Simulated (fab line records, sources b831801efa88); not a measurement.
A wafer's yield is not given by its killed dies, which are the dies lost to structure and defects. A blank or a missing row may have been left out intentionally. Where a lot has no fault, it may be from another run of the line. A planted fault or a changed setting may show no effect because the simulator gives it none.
fab line records + flow sky130
[record]
- lots = 7
- wafers = 21
- last-day = 49
route steps=708 shown FIELD_ISO@19 PAD_OPEN@708
lots that met no fault: from a run of the same line without faults
start-h: hours from the record's first day to the start of the lot's first wafer shown + wait-h: hours from the lot's prior step to this one + " as in the row above + L1.1+2: a single row standing in for several wafers + - no value, or no start given + * or withheld: withheld + < > ~ a bound
route shown NAME@n: NAME is a module with steps in the file, n the number in the route of the first one + usual: average and standard deviation across the fault-free wafers + same: alike in all rows + chamber/n: place in a boat + sites: each site's reading + _std_site: standard deviation of those values + _edge_site: the outer-site mean with the inner-site mean subtracted + radius-mm: how far each site lies from the wafer's centre + mask NAME#n: copy n + behind: the most recent tool/chamber to have shaped the wafer + hold: the reason the lot was held/the length of the hold in hours/how it ended + device: names the non-switching transistor (n, p or np) + end of line: tests of these same wafers at the route's end + a step without rows: its recipe alone + killed: at the first sort, the dies lost to defects and structure; wafer yield is something else + map: the dies of a wafer, with x for killed, . for not killed, _ for no die there
set.NAME: setting as actually run; set.NAME@STEP: the setting as run at that earlier step + model.NAME: the simulator's own value behind a step, which no gauge read
certain route steps with their lots: each step a table, each wafer a row
services: a tool's chamber out of use, with start hour (start-h, from the record's first day; less than 0 if before it), hours out, and reason
[[steps]]
[step SKY_FIELD_ISO_WET_ETCH_18]
[recipe]
- chemistry = H3PO4
- target-depth-nm = 25
- temp-c = 160
- target = Si3N4
- time-s = 286
[step SKY_FIELD_ISO_CLEAN_19]
[recipe]
- chemistry = SC1/SC2
- mix = 1:4:20
- temp-c = 70
- time-s = 150
[step SKY_FIELD_ISO_CLEAN_20]
[recipe]
- chemistry = dHF
- time-s = 20
- dilution = 100:1
[step SKY_FIELD_ISO_WET_ETCH_21]
[recipe]
- chemistry = dHF
- dilution = 100:1
- target-depth-nm = 20
- dry = ipa-marangoni
- target = SiO2
- temp-c = 25
- time-s = 400
[step SKY_FIELD_ISO_OXIDATION_22]
[recipe]
- temp-c = 950
- ambient = O2
- stabilise-s = 600
- purge-s = 300
- target-thk-a = 100
- ox-time-s = 623
[step SKY_FIELD_ISO_THK_MEAS_23]
[recipe]
- reads = SiO2_of_FIELD_ISO_OXIDATION_22
[usual]
- FIELD_ISO_OXIDATION_01_THK = 10.07/0.17
| lot.wafer | tool          | chamber | start-h | wait-h | FIELD_ISO_OXIDATION_01_THK[nm] |
|-----------|---------------|---------|---------|--------|--------------------------------|
| L109.2    | film-metro-04 | -       | 58.22   | 0.0    | 10.07                          |
| L109.3    | "             | -       | "       | "      | 10.10                          |
| L109.4    | "             | -       | "       | "      | 10.21                          |
| L114.1    | film-metro-01 | -       | 97.45   | 0.0    | 10.26                          |
| L114.2    | "             | -       | "       | "      | 10.30                          |
| L114.6    | "             | -       | "       | "      | 10.33                          |
| L115.2    | film-metro-02 | -       | 97.46   | 0.0    | 10.09                          |
| L115.3    | "             | -       | "       | "      | 10.13                          |
| L115.6    | "             | -       | "       | "      | 10.00                          |
| L116.2    | film-metro-01 | -       | 97.52   | 0.1    | 10.18                          |
| L116.3    | "             | -       | "       | "      | 10.23                          |
| L116.6    | "             | -       | "       | "      | 10.16                          |
| L117.1    | film-metro-01 | -       | 104.51  | 0.0    | 10.21                          |
| L117.2    | "             | -       | "       | "      | 10.10                          |
| L117.3    | "             | -       | "       | "      | 10.34                          |
| L118.1    | film-metro-04 | -       | 107.44  | 0.0    | 10.18                          |
| L118.4    | "             | -       | "       | "      | 10.14                          |
| L118.6    | "             | -       | "       | "      | 10.25                          |
| L122.1    | film-metro-04 | -       | 126.99  | 0.0    | 9.83                           |
| L122.3    | "             | -       | "       | "      | 10.16                          |
| L122.6    | "             | -       | "       | "      | 9.90                           |
[step SKY_FIELD_ISO_CVD_24]
[recipe]
- material = SiO2
- target-thk-nm = 595
- temp-c = 650
- sigma-open-frac = 0.3
- time-s = 99.2
- sih4-flow-sccm = 60
- pressure-mtorr = 6
[step SKY_FIELD_ISO_THK_MEAS_25]
[recipe]
- reads = SiO2_of_FIELD_ISO_CVD_24
[usual]
- FIELD_ISO_CVD_24_THK = 596/7.1
| lot.wafer | tool          | chamber | start-h | wait-h | FIELD_ISO_CVD_24_THK[nm] |
|-----------|---------------|---------|---------|--------|--------------------------|
| L109.2    | film-metro-01 | -       | 58.35   | 0.0    | 596                      |
| L109.3    | "             | -       | "       | "      | 599                      |
| L109.4    | "             | -       | "       | "      | 594                      |
| L114.1    | film-metro-04 | -       | 97.58   | 0.0    | 596                      |
| L114.2    | "             | -       | "       | "      | 589                      |
| L114.6    | "             | -       | "       | "      | 598                      |
| L115.2    | film-metro-01 | -       | 97.67   | 0.0    | 598                      |
| L115.3    | "             | -       | "       | "      | 591                      |
| L115.6    | "             | -       | "       | "      | 594                      |
| L116.2    | film-metro-02 | -       | 97.67   | 0.0    | 609                      |
| L116.3    | "             | -       | "       | "      | 614                      |
| L116.6    | "             | -       | "       | "      | 599                      |
| L117.1    | film-metro-02 | -       | 104.68  | 0.1    | 601                      |
| L117.2    | "             | -       | "       | "      | 594                      |
| L117.3    | "             | -       | "       | "      | 602                      |
| L118.1    | film-metro-01 | -       | 107.60  | 0.1    | 612                      |
| L118.4    | "             | -       | "       | "      | 599                      |
| L118.6    | "             | -       | "       | "      | 597                      |
| L122.1    | film-metro-01 | -       | 127.12  | 0.0    | 608                      |
| L122.3    | "             | -       | "       | "      | 599                      |
| L122.6    | "             | -       | "       | "      | 597                      |
[step SKY_FIELD_ISO_ANNEAL_26]
[recipe]
- temp-c = 1000
- time-s = 1800
- ambient = N2
[step SKY_FIELD_ISO_CMP_27]
[recipe]
- stop-on = Si3N4
- t-overpolish-s = 16
- down-force-psi = 4
- platen-rpm = 60
- target-thk-nm = 457.8
- pad-velocity-m-s = 0.94248
[usual]
- edge-zone-pressure-frac = 1.000/0.005
- motor-current-A = 12.2/1.1
- overpolish-run-s = 15.999/0.0082
- slurry-flow-ml-min = 149.9/0.49
- time-to-endpoint-s = 115/4.2
| lot.wafer | tool   | chamber | start-h | wait-h | edge-zone-pressure-frac | motor-current-A | overpolish-run-s | slurry-flow-ml-min | time-to-endpoint-s |
|-----------|--------|---------|---------|--------|-------------------------|-----------------|------------------|--------------------|--------------------|
| L109.3    | cmp-01 | 1       | 60.23   | 0.3    | 0.998                   | 12.0            | 15.987           | 150.5              | 106                |
| L109.2    | "      | 2       | "       | "      | 0.999                   | 11.2            | 16.008           | 149.2              | 115                |
| L109.4    | "      | 3       | "       | "      | 0.998                   | 12.6            | 16.003           | 150.8              | 116                |
| L114.1    | cmp-01 | 1       | 99.14   | 0.0    | 0.995                   | 11.7            | 15.984           | 149.6              | 119                |
| L114.2    | "      | 0       | "       | "      | 0.997                   | 13.8            | 15.987           | 150.0              | 119                |
| L114.6    | "      | 2       | "       | "      | 0.996                   | 11.6            | 15.993           | 150.1              | 119                |
| L115.2    | cmp-01 | 3       | 99.87   | 0.0    | 1.004                   | 13.3            | 16.000           | 149.7              | 116                |
| L115.3    | "      | 1       | "       | "      | 1.002                   | 11.5            | 16.003           | 149.3              | 109                |
| L115.6    | "      | 3       | "       | "      | 1.002                   | 12.5            | 15.995           | 149.9              | 116                |
| L116.3    | cmp-02 | 3       | 99.92   | 0.1    | 1.003                   | 11.0            | 15.989           | 151.3              | 124                |
| L116.2    | "      | 0       | "       | "      | 1.003                   | 11.0            | 16.002           | 150.0              | 122                |
| L116.6    | "      | 3       | "       | "      | 0.998                   | 9.9             | 16.008           | 151.5              | 121                |
| L117.2    | cmp-01 | 1       | 106.29  | 0.1    | 1.004                   | 11.8            | 16.002           | 150.0              | 112                |
| L117.1    | "      | 2       | "       | "      | 0.995                   | 11.9            | 16.000           | 150.4              | 111                |
| L117.3    | "      | 3       | "       | "      | 1.006                   | 12.3            | 16.000           | 150.3              | 118                |
| L118.1    | cmp-02 | 2       | 109.37  | 0.2    | 0.984                   | 13.6            | 15.987           | 149.9              | 113                |
| L118.4    | "      | 3       | "       | "      | 1.000                   | 10.0            | 15.995           | 150.0              | 113                |
| L118.6    | "      | 2       | "       | "      | 0.990                   | 13.0            | 15.999           | 150.0              | 113                |
| L122.3    | cmp-02 | 0       | 131.22  | 0.1    | 1.001                   | 11.0            | 15.994           | 150.0              | 119                |
| L122.1    | "      | 2       | "       | "      | 1.002                   | 13.3            | 15.987           | 150.2              | 115                |
| L122.6    | "      | 3       | "       | "      | 0.999                   | 10.7            | 15.985           | 149.6              | 114                |
[step SKY_FIELD_ISO_WET_ETCH_28]
[recipe]
- chemistry = dHF
- target-depth-nm = 23.7
- target = SiO2
- dilution = 10:1
- temp-c = 25
- time-s = 47
[step SKY_FIELD_ISO_WET_ETCH_29]
[recipe]
- chemistry = H3PO4
- target-depth-nm = 160
- target = Si3N4
- temp-c = 160
- time-s = 1825
[step SKY_FIELD_ISO_WET_ETCH_30]
[recipe]
- chemistry = dHF
- target-depth-nm = 25
- target = SiO2
- dilution = 10:1
- temp-c = 25
- time-s = 50
[usual]
- bath-heat-duty-pct = 6.3/0.83
- run-length-s = 80/3.2
| lot.wafer | tool         | chamber | start-h | wait-h | bath-heat-duty-pct | run-length-s | model.SiO2_of_FIELD_ISO_CVD_24.thk-nm | model.SiO2_of_FIELD_ISO_OXIDATION_01.thk-nm |
|-----------|--------------|---------|---------|--------|--------------------|--------------|---------------------------------------|---------------------------------------------|
| L109.2    | wet-bench-03 | 3       | 61.12   | 0.0    | 7.0                | 83           | 404                                   | 0                                           |
| L109.3    | "            | 3       | "       | "      | 6.7                | 83           | 404.1                                 | 0                                           |
| L109.4    | "            | 3       | "       | "      | 6.8                | 83           | 405.7                                 | 0                                           |
| L114.1    | wet-bench-02 | 2       | 99.98   | 0.0    | 8.0                | 83           | 403.6                                 | 0                                           |
| L114.2    | "            | 2       | "       | "      | 6.9                | 83           | 404.5                                 | 0                                           |
| L114.6    | "            | 2       | "       | "      | 7.6                | 83           | 404.1                                 | 0                                           |
| L115.2    | wet-bench-03 | 2       | 100.75  | 0.0    | -                  | -            | 434.4                                 | 11.68                                       |
| L115.3    | "            | 2       | "       | "      | -                  | -            | 433.2                                 | 11.84                                       |
| L115.6    | "            | 2       | "       | "      | -                  | -            | 434.3                                 | 11.71                                       |
| L116.2    | wet-bench-03 | 0       | 100.75  | 0.0    | -                  | -            | 434.4                                 | 11.58                                       |
| L116.3    | "            | 0       | "       | "      | -                  | -            | 432.6                                 | 11.35                                       |
| L116.6    | "            | 0       | "       | "      | -                  | -            | 432.9                                 | 11.47                                       |
| L117.1    | wet-bench-03 | 0       | 107.08  | 0.0    | -                  | -            | 432.7                                 | 11.89                                       |
| L117.2    | "            | 0       | "       | "      | -                  | -            | 432                                   | 11.68                                       |
| L117.3    | "            | 0       | "       | "      | -                  | -            | 433.3                                 | 11.77                                       |
| L118.1    | wet-bench-02 | 0       | 110.17  | 0.0    | 6.5                | 82           | 404.8                                 | 0                                           |
| L118.4    | "            | 0       | "       | "      | 6.0                | 82           | 405.9                                 | 0                                           |
| L118.6    | "            | 0       | "       | "      | 6.0                | 82           | 404.7                                 | 0                                           |
| L122.1    | wet-bench-03 | 3       | 132.03  | 0.0    | 5.7                | 76           | 404.9                                 | 0                                           |
| L122.3    | "            | 3       | "       | "      | 6.5                | 76           | 405.1                                 | 0                                           |
| L122.6    | "            | 3       | "       | "      | 7.4                | 76           | 406.7                                 | 0                                           |
[step SKY_PAD_OPEN_PROBE_99]
| lot.wafer | tool      | chamber | start-h | wait-h | model.etest.res_p_drift_20v.line-ohm-um | model.etest.res_p_drift_20v.rs-ohm-sq | model.etest.pfet_16v.r-on-ohm-um | model.etest.res-iso-pwell.rs-ohm-sq | model.etest.tip-p.rs-ohm-sq | model.etest.res-iso-pwell.line-ohm-um | model.etest.pfet_01v8.r-on-ohm-um | model.etest.res-nwell.line-ohm-um |
|-----------|-----------|---------|---------|--------|-----------------------------------------|---------------------------------------|----------------------------------|-------------------------------------|-----------------------------|---------------------------------------|-----------------------------------|-----------------------------------|
| L109.2    | prober-02 | -       | 1088.36 | 0.1    | 1.139e+04                               | 9320                                  | 1.538e+04                        | 2703                                | 6794                        | 1014                                  | 2837                              | 1164                              |
| L109.3    | prober-02 | -       | 1088.41 | 0.2    | 1.14e+04                                | 9557                                  | 1.552e+04                        | 2722                                | 6887                        | 1028                                  | 2865                              | 1166                              |
| L109.4    | prober-02 | -       | 1088.46 | 0.2    | 1.156e+04                               | 9709                                  | 1.556e+04                        | 2764                                | 6854                        | 1023                                  | 2875                              | 1168                              |
| L114.1    | prober-01 | -       | 1138.27 | 0.1    | 1.188e+04                               | 9924                                  | 1.5e+04                          | 2795                                | 6886                        | 1054                                  | 2833                              | 1269                              |
| L114.2    | prober-01 | -       | 1138.32 | 0.1    | 1.186e+04                               | 9942                                  | 1.501e+04                        | 2786                                | 6874                        | 1040                                  | 2925                              | 1269                              |
| L114.6    | prober-01 | -       | 1138.52 | 0.2    | 1.188e+04                               | 9939                                  | 1.499e+04                        | 2790                                | 6891                        | 1055                                  | 2934                              | 1272                              |
| L115.2    | prober-02 | -       | 1139.36 | 0.1    | 1.371e+04                               | 1.14e+04                              | 1.641e+04                        | 3305                                | 7219                        | 1264                                  | 3076                              | 1365                              |
| L115.3    | prober-02 | -       | 1139.41 | 0.2    | 1.516e+04                               | 1.266e+04                             | 1.705e+04                        | 3709                                | 7194                        | 1406                                  | 3157                              | 1440                              |
| L115.6    | prober-02 | -       | 1139.56 | 0.2    | 1.464e+04                               | 1.223e+04                             | 1.662e+04                        | 3558                                | 7277                        | 1331                                  | 3091                              | 1424                              |
| L118.1    | prober-01 | -       | 1149.58 | 0.1    | 1.034e+04                               | 8467                                  | 1.49e+04                         | 2790                                | 6760                        | 1056                                  | 2852                              | 1115                              |
| L118.4    | prober-01 | -       | 1149.73 | 0.2    | 1.065e+04                               | 8720                                  | 1.506e+04                        | 2851                                | 6706                        | 1073                                  | 2856                              | 1119                              |
| L118.6    | prober-01 | -       | 1149.83 | 0.2    | 1.025e+04                               | 8706                                  | 1.49e+04                         | 2820                                | 6735                        | 1058                                  | 2824                              | 1126                              |
| L122.1    | prober-01 | -       | 1172.32 | 0.1    | 1.142e+04                               | 9797                                  | 1.521e+04                        | 2752                                | 6943                        | 1059                                  | 2833                              | 1149                              |
| L122.3    | prober-01 | -       | 1172.42 | 0.2    | 1.104e+04                               | 9453                                  | 1.505e+04                        | 2675                                | 6884                        | 1025                                  | 2895                              | 1132                              |
| L122.6    | prober-01 | -       | 1172.57 | 0.2    | 1.201e+04                               | 1.015e+04                             | 1.53e+04                         | 2844                                | 6909                        | 1070                                  | 2804                              | 1170                              |
// killed by level:class
L109.2 VIA1:geometric-particle:open=12 CONTACT:geometric-particle:open=9 VIA2:geometric-particle:open=8 METAL1:geometric-particle:short=7 VIA1:geometric-particle:short=7 VIA3:geometric-particle:open=7 LI_CONTACT:geometric-particle:open=6 LOCAL_INTERCONNECT:geometric-particle:short=5
L109.3 VIA1:geometric-particle:open=9 VIA1:geometric-particle:short=7 CONTACT:geometric-particle:short=7 CONTACT:geometric-particle:open=7 VIA3:geometric-particle:open=7 FIELD_ISO:geometric-particle:open=5 LI_CONTACT:geometric-particle:open=4 LOCAL_INTERCONNECT:geometric-particle:short=4
L109.4 CONTACT:geometric-particle:open=15 VIA1:geometric-particle:open=15 VIA3:geometric-particle:open=8 FIELD_ISO:geometric-particle:open=7 FIELD_ISO:geometric-particle:short=5 METAL1:geometric-particle:short=5 LI_CONTACT:geometric-particle:open=4 VIA2:geometric-particle:short=4
L114.1 LI_CONTACT:geometric-particle:open=14 VIA1:geometric-particle:open=11 METAL2:geometric-particle:short=8 CONTACT:geometric-particle:open=6 POLY_GATE:geometric-particle:short=4 LI_CONTACT:geometric-particle:short=4 VIA3:geometric-particle:open=4 METAL1:geometric-particle:short=3
L114.2 VIA1:geometric-particle:open=10 LI_CONTACT:geometric-particle:open=7 VIA1:geometric-particle:short=7 CONTACT:geometric-particle:short=6 CONTACT:geometric-particle:open=6 VIA3:geometric-particle:open=6 FIELD_ISO:geometric-particle:short=5 METAL1:geometric-particle:short=5
L114.6 CONTACT:geometric-particle:open=15 LI_CONTACT:geometric-particle:open=7 VIA1:geometric-particle:short=7 FIELD_ISO:geometric-particle:open=6 VIA1:geometric-particle:open=6 VIA3:geometric-particle:open=6 VIA2:geometric-particle:open=4 METAL1:geometric-particle:open=3
L118.1 VIA1:geometric-particle:open=14 FIELD_ISO:geometric-particle:open=9 LI_CONTACT:geometric-particle:open=9 FIELD_ISO:geometric-particle:short=8 CONTACT:geometric-particle:short=8 VIA2:geometric-particle:open=7 METAL2:geometric-particle:short=6 CONTACT:geometric-particle:open=5
L118.4 VIA1:geometric-particle:open=12 LI_CONTACT:geometric-particle:open=10 VIA3:geometric-particle:open=9 METAL2:geometric-particle:short=9 VIA2:geometric-particle:open=8 FIELD_ISO:geometric-particle:short=7 CONTACT:geometric-particle:open=7 LI_CONTACT:geometric-particle:short=6
L118.6 VIA3:geometric-particle:open=11 VIA1:geometric-particle:open=10 LI_CONTACT:geometric-particle:open=8 CONTACT:geometric-particle:open=8 POLY_GATE:geometric-particle:short=7 POLY_GATE:geometric-particle:open=7 LI_CONTACT:geometric-particle:short=5 LOCAL_INTERCONNECT:geometric-particle:short=5
L122.1 FIELD_ISO:geometric-particle:open=12 VIA2:geometric-particle:open=11 CONTACT:geometric-particle:open=8 VIA1:geometric-particle:open=7 POLY_CUT:geometric-particle:short=4 LI_CONTACT:geometric-particle:short=4 LI_CONTACT:geometric-particle:open=4 VIA1:geometric-particle:short=4
L122.3 VIA1:geometric-particle:open=11 VIA2:geometric-particle:open=8 METAL2:geometric-particle:short=7 CONTACT:geometric-particle:open=6 LI_CONTACT:geometric-particle:open=5 CONTACT:geometric-particle:short=5 METAL1:geometric-particle:short=5 POLY_GATE:geometric-particle:open=4
L122.6 LI_CONTACT:geometric-particle:open=10 CONTACT:geometric-particle:open=9 VIA1:geometric-particle:open=8 VIA2:geometric-particle:open=8 VIA3:geometric-particle:open=7 VIA2:geometric-particle:short=5 POLY_GATE:geometric-particle:open=4 LI_CONTACT:geometric-particle:short=4
[[services]]
| tool         | chamber | start-h | hours | kind                           |
|--------------|---------|---------|-------|--------------------------------|
| cmp-01       | -       | 38.52   | 0.5   | repair                         |
| cmp-02       | -       | 39.26   | 2.2   | repair                         |
| cmp-01       | -       | 40.01   | 3.2   | repair                         |
| cmp-02       | -       | 53.31   | 1.1   | repair                         |
| cmp-02       | -       | 56.70   | 4.1   | repair                         |
| cmp-02       | -       | 60.62   | 1.1   | repair                         |
| cmp-01       | -       | 62.03   | 2.3   | repair                         |
| wet-bench-03 | -       | 63.66   | 4.2   | repair                         |
| cmp-02       | -       | 64.22   | 4.0   | pm                             |
| cmp-01       | -       | 66.82   | 0.5   | repair                         |
| cmp-02       | -       | 68.22   | -     | consumable-replace:conditioner |
| cmp-02       | -       | 68.22   | -     | consumable-replace:pad         |
| cmp-02       | -       | 69.14   | 0.7   | repair                         |
| cmp-01       | -       | 72.55   | 10.8  | pm                             |
| cmp-01       | -       | 92.85   | 2.2   | repair                         |
| cmp-02       | -       | 131.78  | 8.5   | repair                         |
[[key]]
[first-sign]
- step = SKY_FIELD_ISO_WET_ETCH_30
- reading = tool-record
- direction = missing
effect none on later readings
[model-effect]
- step = SKY_FIELD_ISO_WET_ETCH_30
- value = SiO2_of_FIELD_ISO_CVD_24.thk-nm
- without = 405.7
- struck = 433.3
[model-effect]
- step = SKY_PAD_OPEN_PROBE_99
- value = etest.res_p_drift_20v.line-ohm-um
- without = 1.159e+04
- struck = 1.45e+04
met-at SKY_FIELD_ISO_WET_ETCH_30
struck-wafers L115.2,L115.3,L115.6,L116.2,L116.3,L116.6,L117.1,L117.2,L117.3
later-rows-left-out L115.2,L115.3,L115.6,L116.2,L116.3,L116.6,L117.1,L117.2,L117.3
sort-left-out L115.2,L115.3,L115.6,L116.2,L116.3,L116.6,L117.1,L117.2,L117.3
tester-left-out L115,L116,L117
onset-between 61.12 100.75
[fault]
- kind = skipped-step-whole
- tool = wet-bench-03
- chamber = -
- onset-h = 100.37
- steps = SKY_FIELD_ISO_WET_ETCH_30
- scope = struck-lots-only
// tester-left-out: of these lots the tester's yield and bins aren't shown, on N5 and GAA mostly nor the transistor test; their killed dies are dies lost to structure and defects alone, not to doping, threshold or leakage, so they don't give the yield
// sort-left-out: the simulated sort isn't trusted on such a fault, so these wafers' sort isn't shown, and their yield isn't known
// later-rows-left-out: the simulator's readings of these wafers behind a module that went badly wrong aren't trusted and aren't shown, but for the sort
